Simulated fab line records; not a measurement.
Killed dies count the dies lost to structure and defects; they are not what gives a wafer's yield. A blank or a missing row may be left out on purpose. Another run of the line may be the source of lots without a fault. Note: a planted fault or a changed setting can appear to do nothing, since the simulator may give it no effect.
Comparing a struck lot with a sound one ; flow sky130 ; 15 out of 708 route steps
Sound: wafers L475.1, L475.2, L475.3. Struck: wafer L491.4 (L491.2, L491.3, from the same lot, were not struck and are left out); the cause is given at the end.
At each step with rows: each side's tool, then ch and its chambers, then its first start. Under that, the readings that differ: sound wafers ; struck wafers ; difference of the means ; sigmas: that difference in standard deviations of wafers without a fault.
alike: readings with means less than 2 such deviations apart, plus words and numbers identical on both sides. not compared: withheld readings, readings lacking a value on some wafer, bounds such as >300 that could conceal the same value, and numbers that have no deviation in the record and whose values overlap.
A row with sigmas, a row that says differs or no value, or rows on one side alone: a step with any of these is where the two part. Non-overlapping numbers with no deviation appear without sigmas and do not part them. A reading missing from all wafers of one side parts the sides only when that side holds two or more wafers.

SKY_SONOS_ONO_THK_MEAS_03:
  sound on film-metro-04 at day 13 02:20; struck on film-metro-01 at day 17 11:31
  alike: SONOS_ONO_CVD_02_THK
then, 1 step without rows for these wafers: SKY_SONOS_ONO_CVD_04 (deposits SiO2 from SiH4/N2O, target thk 5.7199 nm).
SKY_SONOS_ONO_THK_MEAS_05:
  sound on film-metro-01 at day 13 03:39; struck on film-metro-01 at day 17 12:49
  alike: SONOS_ONO_CVD_04_THK
then, 7 steps without rows for these wafers: SKY_SONOS_ONO_DEHYDRATE_06 (time 60 s); SKY_SONOS_ONO_HMDS_07 (prime time 60 s); SKY_SONOS_ONO_COAT_08 (resist thk 1140 nm); SKY_SONOS_ONO_SOFTBAKE_09 (time 60 s); SKY_SONOS_ONO_EXPOSE_10 (exposes mask ONOM, target cd 410 nm); SKY_SONOS_ONO_PEB_11; SKY_SONOS_ONO_DEVELOP_12 (develop time 60 s).
SKY_SONOS_ONO_CD_MEAS_13 targets a cd of 410 nm.
  sound on cd-sem-02 at day 14 05:03; struck on cd-sem-01 at day 18 19:50
  alike: cd-nm
SKY_SONOS_ONO_OVL_MEAS_14:
  sound on overlay-02 at day 14 05:10; struck on overlay-02 at day 18 19:56
  alike: SONOS_ONO_OVL
SKY_SONOS_ONO_ETCH_15: etches the open film in CHF3/O2, target depth 19.52 nm, time 7.8 s.
  sound on rie-diel-02 ch 0,1,3, day 14 05:13; struck on rie-diel-03 ch 3, day 18 19:58
reading;sound;struck;difference;sigmas
rf-hours-counter-h (h);98 13 25;3;-42;
model.etch.depth-nm (nm);19.88 19.78 19.53;31.39;+11.66;
model.SONOS_ONO.feature-depth-nm (nm);19.88 19.78 19.53;31.39;+11.66;
model.NOVOLAK_of_SONOS_ONO_COAT_08.thk-nm (nm);1123 1121 1124;1117;-6;
  alike: drypump-motor-current-A, oes-product-au, throttle-valve-pct
then, 1 step without rows for these wafers: SKY_SONOS_ONO_WET_ETCH_16 (etches SiO2 in dHF, target depth 14 nm, time 280 s).
-- the record jumps here: 31 days lie between the struck wafers' starts before and after (it left off in module SONOS_ONO and takes up again in module PAD_OPEN, whose first step shown is number 708 of the route) --
SKY_PAD_OPEN_PROBE_99:
  sound on prober-01 at day 47 05:07; struck on prober-01 at day 50 02:32
reading;sound;struck;difference;sigmas
model.etest.cap-li-to-poly.c-af-um2;97.54 99.84 98.68;93.66;-5.03;
model.etest.sram-nfet-pass.off-log10-a-um;-12.61 -12.93 -12.53;-11.95;+0.74;
  alike: killed_at_M0_to_M3, killed_at_M4_up, killed-at-contacts, killed-at-front-end, killed-at-other, killed-dies, killed-open, killed-short
  not compared: model.etest.field-n.vt-v

== WHERE THEY PART ==
Nowhere in this record.

WHY: the cause the simulator had injected
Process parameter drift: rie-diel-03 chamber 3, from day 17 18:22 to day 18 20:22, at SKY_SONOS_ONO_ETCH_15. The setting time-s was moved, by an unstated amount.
